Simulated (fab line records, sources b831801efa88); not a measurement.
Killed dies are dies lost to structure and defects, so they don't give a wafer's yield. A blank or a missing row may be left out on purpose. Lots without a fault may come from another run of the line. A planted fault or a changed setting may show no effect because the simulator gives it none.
Which tool did it? | flow sky130 | 12 lots, 36 wafers sampled, at 3 steps of a route of 708

WHAT THE GAUGES READ, wafer by wafer
SKY_VT_ADJUST_NCORE_CD_MEAS_07: target cd 380 nm. Usual: cd_nm 379.0 nm, standard deviation 2.
lot  | measured     | on        | cd_nm (nm)        | flag
L600 | day 8 12:29  | cd_sem-01 | 379.1 378.4 380.0 |
L602 | day 9 02:03  | cd_sem-01 | 376.9 380.6 377.9 |
L603 | day 9 08:36  | cd_sem-01 | 379.8 378.1 381.1 |
L604 | day 9 20:57  | cd_sem-02 | 377.2 378.7 379.8 |
L606 | day 10 05:43 | cd_sem-02 | 373.1 378.0 376.8 |
L607 | day 10 15:41 | cd_sem-01 | 380.9 381.0 381.6 |
L608 | day 10 22:50 | cd_sem-02 | 373.9 373.8 376.3 |
L611 | day 11 20:57 | cd_sem-01 | 377.6 378.7 378.2 |
L614 | day 12 17:38 | cd_sem-02 | 382.6 381.9 382.8 |
L615 | day 13 04:28 | cd_sem-01 | 379.8 379.2 380.3 |
L618 | day 14 04:55 | cd_sem-01 | 379.4 378.9 378.3 |
L623 | day 16 00:54 | cd_sem-01 | 379.7 380.1 380.2 |

SKY_POLY_GATE_CD_MEAS_13: target cd 150 nm. Usual: cd_nm 150.5 nm, standard deviation 1.1.
lot  | measured     | on        | cd_nm (nm)        | flag
L600 | day 15 23:40 | cd_sem-02 | 150.8 150.2 150.9 |
L602 | day 17 02:12 | cd_sem-01 | 148.6 148.3 149.3 |
L603 | day 17 06:47 | cd_sem-01 | 150.2 150.2 150.0 |
L604 | day 17 18:56 | cd_sem-02 | 149.9 149.7 150.8 |
L606 | day 18 08:24 | cd_sem-01 | 150.0 150.3 150.7 |
L607 | day 19 05:23 | cd_sem-01 | 148.9 149.2 150.5 |
L608 | day 19 12:40 | cd_sem-01 | 149.9 149.9 151.0 |
L611 | day 20 18:51 | cd_sem-02 | 151.5 151.6 151.3 |
L614 | day 21 16:43 | cd_sem-01 | 150.5 151.2 152.1 |
L615 | day 22 08:42 | cd_sem-01 | 152.4 150.0 151.6 |
L618 | day 23 05:13 | cd_sem-01 | 151.7 150.3 151.1 |
L623 | day 25 07:20 | cd_sem-01 | 149.6 150.9 149.8 |

WHICH TOOL RAN EACH LOT (tool, then ch and the chambers of the sampled wafers, then the start)
lot  | SKY_VT_ADJUST_NCORE_STRIP_10
L600 | plasma_asher-03 ch 0,1, day 8 12:47
L602 | plasma_asher-02 ch 0,1, day 9 02:22
L603 | plasma_asher-03 ch 0,1, day 9 08:53
L604 | plasma_asher-04 ch 0,1, day 9 21:14
L606 | plasma_asher-02 ch 0,1, day 10 06:01
L607 | plasma_asher-04 ch 1, day 10 15:58
L608 | plasma_asher-04 ch 0,1, day 10 23:07
L611 | plasma_asher-02 ch 0,1, day 11 21:16
L614 | plasma_asher-03 ch 0,1, day 12 17:55
L615 | plasma_asher-02 ch 0,1, day 13 04:46
L618 | plasma_asher-03 ch 0,1, day 14 05:13
L623 | plasma_asher-02 ch 0,1, day 16 01:11
- SKY_VT_ADJUST_NCORE_STRIP_10: strips in O2/N2.

WHAT THE TOOLS THEMSELVES READ (means of the sampled wafers that have a number; where no wafer has one, the mark that the record gives instead)
SKY_VT_ADJUST_NCORE_STRIP_10. Usual: drypump_motor_current_A 5.81 A, standard deviation 0.26; n2_flow_sccm 300.2 sccm, standard deviation 0.83; oes_product_au 0.715 a.u., standard deviation 0.0046; strip_time_to_endpoint_s 14.177 s, standard deviation 0.03.
lot  | tool            | drypump_motor_current_A (A) | n2_flow_sccm (sccm) | oes_product_au (a.u.) | strip_time_to_endpoint_s (s) | flag
L600 | plasma_asher-03 | 5.83                        | 300.4               | 0.714                 | 14.166                       |
L602 | plasma_asher-02 | 5.89                        | 300.0               | 0.719                 | 14.171                       |
L603 | plasma_asher-03 | 5.93                        | 301.1               | 0.714                 | 14.199                       |
L604 | plasma_asher-04 | 5.82                        | 300.7               | 0.710                 | 14.185                       |
L606 | plasma_asher-02 | 5.69                        | 299.9               | 0.710                 | 14.180                       |
L607 | plasma_asher-04 | 5.96                        | 299.9               | 0.709                 | 14.164                       |
L608 | plasma_asher-04 | 5.80                        | 299.4               | 0.718                 | 14.132                       |
L611 | plasma_asher-02 | 5.90                        | 299.7               | 0.716                 | 14.175                       |
L614 | plasma_asher-03 | 5.94                        | 299.4               | 0.718                 | 14.169                       |
L615 | plasma_asher-02 | 5.91                        | 299.8               | 0.717                 | 14.179                       |
L618 | plasma_asher-03 | 5.83                        | 299.4               | 0.713                 | 14.138                       |
L623 | plasma_asher-02 | 5.68                        | 301.0               | 0.717                 | 14.139                       |

THE ANSWER, worked out from the rows above alone
Rule: a lot is off if the mean of its wafers that have a number lies more than 3 standard deviations from the usual mean. A lot without any number at a reading at which 4 lots or more have one is off too. The other lots that the step has rows for count as sound. The gauges are gone through in route order, then the tools' own readings, and for those a lot's mean is taken as printed above. The first step at which some lot is off is used, and at that step the reading that is off furthest; a lot without a number counts as furthest.
No lot is off at any reading shown: from this, nothing can be told.

WHAT THE SIMULATOR HAD PUT IN
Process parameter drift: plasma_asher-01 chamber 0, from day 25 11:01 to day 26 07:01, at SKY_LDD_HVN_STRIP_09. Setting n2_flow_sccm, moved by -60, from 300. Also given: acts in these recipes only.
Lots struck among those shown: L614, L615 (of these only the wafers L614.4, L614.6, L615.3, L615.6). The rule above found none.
